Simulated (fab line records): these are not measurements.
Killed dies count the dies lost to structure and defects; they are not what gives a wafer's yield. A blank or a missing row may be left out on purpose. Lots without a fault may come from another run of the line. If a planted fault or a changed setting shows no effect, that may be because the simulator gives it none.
fab line records -- flow sky130
record: lots: 10, wafers: 30, last-day: 50
route steps=708 shown POLY_CUT@316 LI_CONTACT@376
lots with no fault: from the same line, run without faults
start-h: the number of hours between the record's first day and the start of the first shown wafer of the lot -- wait-h: hours elapsed since this lot's preceding step -- " as in the row above -- L1.1+2: a row that stands for several wafers -- - no value, or no start given -- * or withheld: withheld -- < > ~ a bound
route shown NAME@n: a module of which the file shows steps, and the number in the route of the first -- usual: mean and standard deviation over wafers with no fault -- same: alike in all rows -- chamber/n: place in a boat -- sites: the reading at each site -- _std_site: how widely they spread, as a standard deviation -- _edge_site: inner sites' mean taken away from outer sites' mean -- radius-mm: how far each site lies from the wafer's centre -- mask NAME#n: copy n -- behind: tool/chamber where the wafer was last shaped -- hold: reason for holding the lot/hours on hold/outcome of the hold -- device: names the non-switching transistor (n, p or np) -- end of line: the same wafers' tests at the end of the route -- a step without rows: its recipe alone -- killed: dies lost to structure and defects at the first sort, not the wafer's yield -- map: per-die view of a wafer (x killed, . not killed, _ where there is no die)
set.NAME: the setting the step ran with; set.NAME@STEP: the setting that earlier step ran with -- model.NAME: the simulator's own value behind a step, which no gauge read
steps of the route over a sample of lots; a table a step, a row a wafer
services: the hour from which a tool's chamber was out of use, counted from the record's first day as start-h (under 0 if before that day), plus the number of hours and why
== steps ==
step: SKY_POLY_CUT_OVL_MEAS_09
usual: POLY_CUT_OVL: 1/6.2
lot.wafer,tool,chamber,start-h,wait-h,POLY_CUT_OVL[nm]
L434.1,overlay-01,-,583.40,0.1,6
L434.2,overlay-01,-,583.40,0.1,4
L434.5,overlay-01,-,583.40,0.1,3
L440.4,overlay-02,-,634.93,0.1,-7
L440.5,overlay-02,-,634.93,0.1,-1
L440.6,overlay-02,-,634.93,0.1,-4
L442.1,overlay-01,-,645.32,0.1,-5
L442.3,overlay-01,-,645.32,0.1,0
L442.5,overlay-01,-,645.32,0.1,-2
L443.1,overlay-02,-,655.71,0.1,9
L443.3,overlay-02,-,655.71,0.1,10
L443.5,overlay-02,-,655.71,0.1,7
L444.2,overlay-01,-,663.01,0.1,10
L444.4,overlay-01,-,663.01,0.1,7
L444.5,overlay-01,-,663.01,0.1,-2
L447.3,overlay-01,-,695.57,0.1,0
L447.4,overlay-01,-,695.57,0.1,-3
L447.5,overlay-01,-,695.57,0.1,-1
L448.3,overlay-02,-,700.48,0.1,-4
L448.4,overlay-02,-,700.48,0.1,-3
L448.6,overlay-02,-,700.48,0.1,-1
L449.1,overlay-01,-,706.36,0.1,-7
L449.4,overlay-01,-,706.36,0.1,3
L449.5,overlay-01,-,706.36,0.1,1
L450.3,overlay-01,-,708.52,0.1,-3
L450.4,overlay-01,-,708.52,0.1,-5
L450.5,overlay-01,-,708.52,0.1,-1
L454.1,overlay-01,-,753.20,0.1,-5
L454.5,overlay-01,-,753.20,0.1,1
L454.6,overlay-01,-,753.20,0.1,-2
step: SKY_POLY_CUT_ETCH_10
recipe: chemistry: N2/H2, target: BARC, ion-energy-ev: 200, source-w: 500, bias-w: 100, pressure-mtorr: 30, n2-flow-sccm: 100, h2-flow-sccm: 200, stop-on: SiO2, time-s: 45.9, target-depth-a: 600
usual: chamber-pressure-mTorr: 30.001/0.026, drypump-motor-current-A: 5.9/0.48, h2-flow-sccm: 199.9/0.59, oes-product-au: 0.855/0.0052, run-length-s: 74.3/0.37, throttle-valve-pct: 13.224/0.0095
lot.wafer,tool,chamber,start-h,wait-h,chamber-pressure-mTorr,drypump-motor-current-A,h2-flow-sccm,oes-product-au,rf-hours-counter-h,run-length-s,throttle-valve-pct
L434.1,rie-diel-03,0,583.43,0.0,30.040,5.7,200.3,0.855,1,74.1,13.234
L434.2,rie-diel-03,1,583.43,0.0,29.991,6.7,199.3,0.858,63,74.1,13.211
L434.5,rie-diel-03,3,583.43,0.0,30.030,6.4,200.3,0.853,-,74.7,13.216
L440.4,rie-diel-04,2,634.94,0.0,30.009,5.9,199.4,0.858,28,74.9,13.225
L440.5,rie-diel-04,0,634.94,0.0,29.985,6.1,200.0,0.861,-,73.6,13.213
L440.6,rie-diel-04,1,634.94,0.0,29.979,5.0,200.1,0.852,-,74.1,13.239
L442.1,rie-diel-01,3,645.36,0.0,29.953,5.4,199.2,0.853,36,74.3,13.240
L442.3,rie-diel-01,1,645.36,0.0,29.996,6.5,200.5,0.851,16,74.5,13.229
L442.5,rie-diel-01,3,645.36,0.0,30.019,5.4,199.4,0.850,-,74.3,13.229
L443.1,rie-diel-01,0,655.74,0.0,30.023,6.2,199.2,0.853,16,74.6,13.243
L443.3,rie-diel-01,1,655.74,0.0,29.989,6.6,201.2,0.852,16,74.6,13.236
L443.5,rie-diel-01,3,655.74,0.0,29.981,5.4,198.9,0.858,-,74.8,13.237
L444.2,rie-diel-04,1,663.04,0.0,30.012,5.0,200.2,0.855,14,73.8,13.221
L444.4,rie-diel-04,3,663.04,0.0,29.988,5.2,199.9,0.853,6,74.5,13.223
L444.5,rie-diel-04,1,663.04,0.0,29.983,5.0,199.6,0.862,-,74.5,13.218
L447.3,rie-diel-01,0,695.59,0.0,30.037,6.2,199.5,0.852,17,74.8,13.222
L447.4,rie-diel-01,3,695.59,0.0,29.949,5.4,200.0,0.859,-,74.1,13.216
L447.5,rie-diel-01,2,695.59,0.0,30.000,5.8,198.8,0.845,-,74.0,13.202
L448.3,rie-diel-03,2,700.51,0.0,29.965,5.7,200.3,0.854,49,74.7,13.226
L448.4,rie-diel-03,1,700.51,0.0,30.046,6.7,199.8,0.846,1,74.1,13.229
L448.6,rie-diel-03,0,700.51,0.0,30.000,5.7,200.3,0.857,-,73.9,13.232
L449.1,rie-diel-04,1,706.39,0.0,30.010,5.0,200.5,0.858,14,73.9,13.230
L449.4,rie-diel-04,2,706.39,0.0,30.015,5.9,200.2,0.860,30,74.1,13.232
L449.5,rie-diel-04,2,706.39,0.0,30.035,5.9,199.5,0.858,-,74.4,13.226
L450.3,rie-diel-03,2,708.54,0.0,29.976,5.7,199.9,0.856,49,74.2,13.220
L450.4,rie-diel-03,1,708.54,0.0,30.007,6.7,200.3,0.855,1,74.8,13.213
L450.5,rie-diel-03,0,708.54,0.0,29.974,5.7,200.7,0.844,-,74.0,13.231
L454.1,rie-diel-04,0,753.24,0.0,29.979,6.1,199.9,0.847,11,74.1,13.229
L454.5,rie-diel-04,3,753.24,0.0,30.006,5.2,200.5,0.855,-,74.2,13.212
L454.6,rie-diel-04,0,753.24,0.0,30.004,6.1,200.2,0.848,-,73.8,13.226
step: SKY_POLY_CUT_ETCH_11
recipe: target: Si3N4, chemistry: CF4/CH2F2/Ar, stop-on: poly-Si, source-w: 600, bias-w: 150, pressure-mtorr: 40, cf4-flow-sccm: 40, ch2f2-flow-sccm: 20, Ar_flow_sccm: 150, time-s: 42.5, target-depth-a: 600
usual: chamber-pressure-mTorr: 40.00/0.034, drypump-motor-current-A: 5.8/0.48, mfc-ar-sccm: 150.0/0.45, oes-product-au: 0.828/0.0058, run-length-s: 70.9/0.34, throttle-valve-pct: 14.994/0.0088
lot.wafer,tool,chamber,start-h,wait-h,chamber-pressure-mTorr,drypump-motor-current-A,mfc-ar-sccm,oes-product-au,rf-hours-counter-h,run-length-s,throttle-valve-pct
L434.1,rie-diel-03,0,583.48,0.0,40.03,5.7,150.0,0.831,1,70.6,15.007
L434.2,rie-diel-03,1,583.48,0.0,39.96,6.6,149.6,0.822,63,71.0,15.001
L434.5,rie-diel-03,3,583.48,0.0,40.01,6.4,150.4,0.817,-,71.6,15.002
L440.4,rie-diel-04,2,634.99,0.0,40.04,5.9,150.1,0.828,28,70.9,14.995
L440.5,rie-diel-04,0,634.99,0.0,39.99,6.1,149.7,0.825,-,70.3,14.989
L440.6,rie-diel-04,1,634.99,0.0,40.02,5.0,150.1,0.824,-,70.4,14.986
L442.1,rie-diel-01,3,645.40,0.0,40.04,5.4,150.5,0.825,36,70.6,15.005
L442.3,rie-diel-01,1,645.40,0.0,40.01,6.5,150.0,0.831,16,71.1,14.994
L442.5,rie-diel-01,3,645.40,0.0,40.01,5.4,149.1,0.827,-,70.8,14.997
L443.1,rie-diel-01,0,655.79,0.0,39.97,6.2,149.8,0.836,16,71.4,14.993
L443.3,rie-diel-01,1,655.79,0.0,39.99,6.5,150.2,0.831,16,71.5,15.000
L443.5,rie-diel-01,3,655.79,0.0,39.95,5.4,149.6,0.832,-,70.5,14.997
L444.2,rie-diel-04,1,663.09,0.0,40.03,5.0,149.9,0.832,14,70.5,14.987
L444.4,rie-diel-04,3,663.09,0.0,40.00,5.2,150.1,0.827,6,70.8,14.995
L444.5,rie-diel-04,1,663.09,0.0,40.01,5.1,150.4,0.831,-,70.4,15.000
L447.3,rie-diel-01,0,695.64,0.0,39.97,6.1,150.1,0.833,17,71.0,14.986
L447.4,rie-diel-01,3,695.64,0.0,39.97,5.4,150.2,0.832,-,71.0,14.991
L447.5,rie-diel-01,2,695.64,0.0,40.03,5.8,149.9,0.831,-,70.5,14.994
L448.3,rie-diel-03,2,700.55,0.0,39.96,5.7,150.1,0.824,49,70.9,14.983
L448.4,rie-diel-03,1,700.55,0.0,39.99,6.7,150.2,0.827,1,70.9,14.988
L448.6,rie-diel-03,0,700.55,0.0,40.03,5.7,150.2,0.826,-,70.5,14.997
L449.1,rie-diel-04,1,706.44,0.0,40.02,5.1,150.0,0.825,14,70.5,14.980
L449.4,rie-diel-04,2,706.44,0.0,39.96,5.8,150.2,0.825,30,70.6,14.983
L449.5,rie-diel-04,2,706.44,0.0,39.99,5.9,149.8,0.833,-,70.7,15.015
L450.3,rie-diel-03,2,708.59,0.0,40.04,5.7,150.4,0.837,49,71.1,14.998
L450.4,rie-diel-03,1,708.59,0.0,39.96,6.7,149.4,0.830,1,70.8,15.002
L450.5,rie-diel-03,0,708.59,0.0,39.98,5.7,149.5,0.828,-,70.8,14.990
L454.1,rie-diel-04,0,753.28,0.0,40.00,6.1,150.2,0.823,11,70.4,14.999
L454.5,rie-diel-04,3,753.28,0.0,40.01,5.2,149.9,0.822,-,70.8,15.005
L454.6,rie-diel-04,0,753.28,0.0,40.02,6.1,149.4,0.839,-,70.3,14.998
step: SKY_LI_CONTACT_ETCH_14
recipe: chemistry: N2/H2, target: BARC, ion-energy-ev: 200, source-w: 500, bias-w: 100, pressure-mtorr: 30, n2-flow-sccm: 100, h2-flow-sccm: 200, stop-on: SiO2, time-s: 45.9, target-depth-a: 600
usual: chamber-pressure-mTorr: 30.003/0.024, drypump-motor-current-A: 5.8/0.54, h2-flow-sccm: 200.0/0.6, oes-product-au: 0.854/0.0045, run-length-s: 74.3/0.42, throttle-valve-pct: 13.224/0.009
lot.wafer,tool,chamber,start-h,wait-h,chamber-pressure-mTorr,drypump-motor-current-A,h2-flow-sccm,oes-product-au,rf-hours-counter-h,run-length-s,throttle-valve-pct
L434.1,rie-diel-01,0,700.13,0.0,30.035,6.2,199.7,0.854,17,74.5,13.235
L434.2,rie-diel-01,3,700.13,0.0,30.004,5.4,199.7,0.859,37,74.5,13.221
L434.5,rie-diel-01,0,700.13,0.0,29.998,6.2,200.1,0.854,-,74.4,13.217
L440.4,rie-diel-02,1,749.01,0.0,29.976,4.8,199.5,0.856,13,73.9,13.215
L440.5,rie-diel-02,1,749.01,0.0,30.024,4.8,200.2,0.852,-,73.9,13.224
L440.6,rie-diel-02,0,749.01,0.0,30.042,6.2,200.0,0.846,-,74.6,13.219
L442.1,rie-diel-01,3,759.59,0.0,30.009,5.4,200.5,0.858,39,74.0,13.207
L442.3,rie-diel-01,1,759.59,0.0,29.989,6.5,198.9,0.856,18,75.1,13.227
L442.5,rie-diel-01,2,759.59,0.0,29.988,5.9,202.0,0.852,-,73.8,13.218
L443.1,rie-diel-04,1,768.49,0.0,30.021,5.0,200.0,0.849,16,74.0,13.226
L443.3,rie-diel-04,0,768.49,0.0,30.016,6.1,199.9,0.861,11,73.7,13.212
L443.5,rie-diel-04,0,768.49,0.0,30.022,6.1,201.1,0.858,-,73.7,13.210
L444.2,rie-diel-02,3,776.09,0.0,30.023,6.7,200.8,0.863,4,74.7,13.229
L444.4,rie-diel-02,1,776.09,0.0,30.001,4.8,200.9,0.858,13,74.1,13.199
L444.5,rie-diel-02,3,776.09,0.0,30.024,6.7,199.7,0.859,-,75.3,13.222
L447.3,rie-diel-01,2,806.04,0.0,30.038,5.8,199.7,0.849,15,73.8,13.224
L447.4,rie-diel-01,0,806.04,0.0,30.027,6.2,199.9,0.853,-,74.6,13.220
L447.5,rie-diel-01,2,806.04,0.0,30.015,5.9,200.5,0.860,-,73.7,13.230
L448.3,rie-diel-04,3,815.94,0.0,29.995,5.2,199.5,0.858,10,74.5,13.223
L448.4,rie-diel-04,3,815.94,0.0,30.011,5.2,199.3,0.850,-,74.0,13.207
L448.6,rie-diel-04,1,815.94,0.0,30.000,5.0,200.9,0.857,-,74.0,13.211
L449.1,rie-diel-02,1,816.01,0.0,30.005,4.9,200.7,0.855,15,74.3,13.219
L449.4,rie-diel-02,0,816.01,0.0,30.040,6.2,199.2,1.001,4,34.1,13.240
L449.5,rie-diel-02,2,816.01,0.0,29.996,5.4,200.0,0.857,-,73.5,13.233
L450.3,rie-diel-02,3,817.20,0.0,30.024,6.6,200.6,0.851,6,74.8,13.223
L450.4,rie-diel-02,0,817.20,0.0,30.035,6.2,199.5,0.992,4,34.7,13.235
L450.5,rie-diel-02,3,817.20,0.0,30.028,6.6,200.5,0.855,-,74.9,13.235
L454.1,rie-diel-01,2,860.56,0.0,30.042,5.9,199.8,0.861,17,73.9,13.237
L454.5,rie-diel-01,3,860.56,0.0,30.020,5.4,200.3,0.861,-,74.5,13.232
L454.6,rie-diel-01,2,860.56,0.0,29.975,5.8,199.4,0.863,-,73.9,13.224
step: SKY_LI_CONTACT_STRIP_16
recipe: chemistry: O2/N2, power-w: 1400, pressure-mtorr: 1500, platen-temp-c: withheld, o2-flow-sccm: 3000, n2-flow-sccm: 300, overash-fraction: 0.5
usual: chamber-pressure-mTorr: 1499.9/1.3, drypump-motor-current-A: 5.93/0.28, oes-product-au: 0.376/0.0049, strip-time-to-endpoint-s: 3.50/0.045
lot.wafer,tool,chamber,start-h,wait-h,chamber-pressure-mTorr,drypump-motor-current-A,oes-product-au,rf-hours-counter-h,strip-time-to-endpoint-s
L434.1,plasma-asher-01,0,700.26,-,1497.8,5.83,0.371,101,3.42
L434.2,plasma-asher-01,1,700.26,-,1497.7,5.52,0.380,101,3.50
L434.5,plasma-asher-01,0,700.26,-,1499.5,5.83,0.370,-,3.45
L440.4,plasma-asher-02,0,749.17,-,1501.8,6.05,0.374,-,3.57
L440.5,plasma-asher-02,1,749.17,-,1502.0,6.30,0.374,-,3.56
L440.6,plasma-asher-02,0,749.17,-,1500.6,6.07,0.382,-,3.51
L442.1,plasma-asher-02,0,759.71,-,1501.8,6.06,0.379,97,3.53
L442.3,plasma-asher-02,1,759.71,-,1499.9,6.34,0.382,-,3.47
L442.5,plasma-asher-02,0,759.71,-,1501.4,6.05,0.376,-,3.44
L443.1,plasma-asher-01,1,768.61,-,1497.7,5.50,0.374,3,3.50
L443.3,plasma-asher-01,0,768.61,-,1501.0,5.84,0.385,-,3.46
L443.5,plasma-asher-01,0,768.61,-,1501.6,5.82,0.367,-,3.49
L444.2,plasma-asher-03,1,776.21,-,1497.7,6.14,0.372,63,3.47
L444.4,plasma-asher-03,1,776.21,-,1500.8,6.15,0.384,-,3.59
L444.5,plasma-asher-03,0,776.21,-,1499.1,5.71,0.366,-,3.49
L447.3,plasma-asher-02,1,806.20,-,1500.8,6.32,0.371,-,3.46
L447.4,plasma-asher-02,0,806.20,-,1498.6,6.04,0.376,-,3.48
L447.5,plasma-asher-02,0,806.20,-,1500.4,6.05,0.370,-,3.48
L448.3,plasma-asher-03,0,816.10,-,1497.0,5.71,0.378,-,3.62
L448.4,plasma-asher-03,1,816.10,-,1498.6,6.17,0.382,-,3.63
L448.6,plasma-asher-03,0,816.10,-,1502.7,5.72,0.370,-,3.51
L449.1,plasma-asher-01,0,816.13,-,1498.8,5.79,0.378,6,3.56
L449.4,plasma-asher-01,0,816.13,-,1499.3,5.81,0.386,-,3.94
L449.5,plasma-asher-01,1,816.13,-,1500.0,5.51,0.375,-,3.53
L450.3,plasma-asher-02,0,817.36,-,1498.3,6.05,0.374,-,3.47
L450.4,plasma-asher-02,1,817.36,-,1500.9,6.32,0.390,-,3.92
L450.5,plasma-asher-02,1,817.36,-,1499.4,6.35,0.379,-,3.47
L454.1,plasma-asher-01,0,860.69,-,1498.4,5.78,0.376,11,3.48
L454.5,plasma-asher-01,1,860.69,-,1499.5,5.47,0.372,-,3.55
L454.6,plasma-asher-01,0,860.69,-,1499.6,5.81,0.371,-,3.47
== services ==
tool,chamber,start-h,hours,kind
rie-diel-02,-,573.53,15.6,pm
rie-diel-04,0,578.99,7.2,repair
plasma-asher-02,-,581.26,2.8,pm
rie-diel-02,-,593.01,0.3,repair
rie-diel-02,2,595.13,4.3,repair
rie-diel-02,1,604.66,3.9,repair
rie-diel-01,3,611.26,4.2,repair
plasma-asher-02,-,619.50,15.6,pm
rie-diel-02,0,624.73,3.2,repair
rie-diel-03,3,638.15,3.8,repair
plasma-asher-01,-,661.18,11.0,repair
rie-diel-01,1,694.27,5.4,repair
rie-diel-02,-,706.65,1.1,repair
rie-diel-02,2,707.74,7.6,repair
rie-diel-04,-,714.74,0.6,repair
rie-diel-04,-,733.48,0.6,repair
plasma-asher-01,-,733.75,9.0,pm
rie-diel-04,2,753.75,4.8,repair
plasma-asher-01,-,774.43,13.9,repair
rie-diel-01,-,778.92,14.6,pm
rie-diel-02,3,805.75,4.0,repair
rie-diel-01,-,810.07,4.3,pm
rie-diel-01,2,835.60,8.4,repair
rie-diel-04,3,854.69,5.0,repair
== key ==
first-sign: step: SKY_LI_CONTACT_ETCH_14, reading: run-length-s, direction: down, sigmas: 94, usual: *, struck: *
effect: step: SKY_LI_CONTACT_ETCH_14, reading: oes-product-au, direction: up, sigmas: 32, usual: 0.854, struck: 0.997
effect: step: SKY_LI_CONTACT_STRIP_16, reading: strip-time-to-endpoint-s, direction: up, sigmas: 9.6, usual: *, struck: *
met-at SKY_LI_CONTACT_ETCH_14
struck-lots L449,L450
struck-wafers L449.4,L450.4
tester-left-out L449,L450
not-acting-at SKY_POLY_CUT_OVL_MEAS_09,SKY_POLY_CUT_ETCH_10,SKY_POLY_CUT_ETCH_11
onset-between 749.01 816.01
fault: kind: process-parameter-drift, tool: rie-diel-02, chamber: 0, onset-h: 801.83, steps: SKY_LI_CONTACT_ETCH_14, channel: time-s, offset: *, shape: step, end-h: 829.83, acts-in: *, stated: *
tester-left-out: of these lots the tester's yield and bins aren't shown, on N5 and GAA mostly nor the transistor test; their killed dies are dies lost to structure and defects alone, not to doping, threshold or leakage, so they don't give the yield
